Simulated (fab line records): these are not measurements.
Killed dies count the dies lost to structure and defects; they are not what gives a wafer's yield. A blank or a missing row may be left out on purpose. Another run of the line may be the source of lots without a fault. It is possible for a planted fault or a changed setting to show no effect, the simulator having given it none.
Lot-split experiment	flow sky130	on a route of 708 steps: 5 lots, 27 wafers read

== ABOUT THE SPLIT ==
At SKY_METAL2_SPUTTER_03 (material Ti, target thk 5 nm, time 3.3 s), the setting timeS was moved away from the recipe's 3.3 s on 9 of the 27 wafers read, by -39.8% to +33.4%. All remaining wafers had this setting at the recipe value.

The reading comes from the split's own step.

== THE READING ==
Ti_of_METAL2_SPUTTER_03.thkNm (the simulator's own value, which no gauge read), in nm, at SKY_METAL2_SPUTTER_03 (material Ti, target thk 5 nm, time 3.3 s). The file does not state a usual value for it. Average 4.944 nm, standard deviation 0.083 nm, over the 18 wafers here run with the recipe.

wafer	tool, chamber at the split	timeS as run, s	against the recipe	Ti_of_METAL2_SPUTTER_03.thkNm, nm	against lot-mates on the recipe
L076.1	pvdSputter-03, -	3.3	recipe	4.789	-
L076.2	pvdSputter-03, -	4.403	+33.4%	6.497	+1.596
L076.3	pvdSputter-03, -	4.403	+33.4%	6.554	+1.653
L076.4	pvdSputter-03, -	3.3	recipe	4.99	-
L076.5	pvdSputter-03, -	3.3	recipe	4.924	-
L076.6	pvdSputter-03, -	4.403	+33.4%	6.582	+1.681
L077.1	pvdSputter-03, -	3.3	recipe	5.03	-
L077.3	pvdSputter-03, -	3.3	recipe	5.044	-
L077.4	pvdSputter-03, -	3.3	recipe	4.975	-
L078.1	pvdSputter-03, -	3.3	recipe	4.821	-
L078.2	pvdSputter-03, -	3.3	recipe	4.924	-
L078.3	pvdSputter-03, -	3.3	recipe	4.857	-
L078.4	pvdSputter-03, -	3.3	recipe	4.871	-
L078.5	pvdSputter-03, -	3.3	recipe	4.902	-
L078.6	pvdSputter-03, -	3.3	recipe	5.003	-
L080.1	pvdSputter-03, -	1.988	-39.8%	2.958	-2.096
L080.2	pvdSputter-03, -	3.3	recipe	5.026	-
L080.3	pvdSputter-03, -	3.3	recipe	5.085	-
L080.4	pvdSputter-03, -	1.988	-39.8%	3.007	-2.047
L080.5	pvdSputter-03, -	1.988	-39.8%	3.021	-2.033
L080.6	pvdSputter-03, -	3.3	recipe	5.051	-
L085.1	pvdSputter-03, -	3.3	recipe	4.918	-
L085.2	pvdSputter-03, -	3.3	recipe	4.884	-
L085.3	pvdSputter-03, -	3.971	+20.3%	5.864	+0.964
L085.4	pvdSputter-03, -	3.971	+20.3%	5.857	+0.957
L085.5	pvdSputter-03, -	3.3	recipe	4.897	-
L085.6	pvdSputter-03, -	3.971	+20.3%	5.905	+1.005

FIT RESULTS
A straight line over all 27 wafers: Ti_of_METAL2_SPUTTER_03.thkNm changes by +0.0482 nm for each +1% of timeS; r = +1.00; the points scatter about the line by 0.074 nm.
The same after taking each lot's own level away (the mean of its wafers on the recipe; 27 wafers): +0.0504 nm for each +1%; r = +1.00; scatter 0.052 nm.
The reading moves by 2 nm for the largest change in timeS, on that fit.
The lots' own levels span 4.8963 to 5.0540 nm, that is 1.9 times the standard deviation above.
The two slopes are in agreement: the lot-to-lot level therefore moves the slope only a little.
Check: for one of the wafers moved furthest among these (-39.8%), held out of the fit, the line's prediction against its lot-mates is -2 nm. Against them it came out at -2.1 nm.

== OTHER SPLITS ON THESE WAFERS ==
Note: prior to the reading, these wafers also went through further splits. Each is held against what the fit with the lots' levels taken away leaves over:
other split on the same wafers	wafers away from the commonest value	r with Ti_of_METAL2_SPUTTER_03.thkNm (lot level and that fit taken away)
SKY_FIELD_ISO_WET_ETCH_18 timeS	21	+0.02
SKY_VT_ADJUST_HVTR_DEVELOP_06 developTimeS	9	+0.20
SKY_GATE_OXIDE_OXIDATION_16 oxTimeS	21	+0.00

== FILE'S OWN FIT ==
Ti_of_METAL2_SPUTTER_03.thkNm changes by +0.0503 nm for each +1% of timeS, r = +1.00.
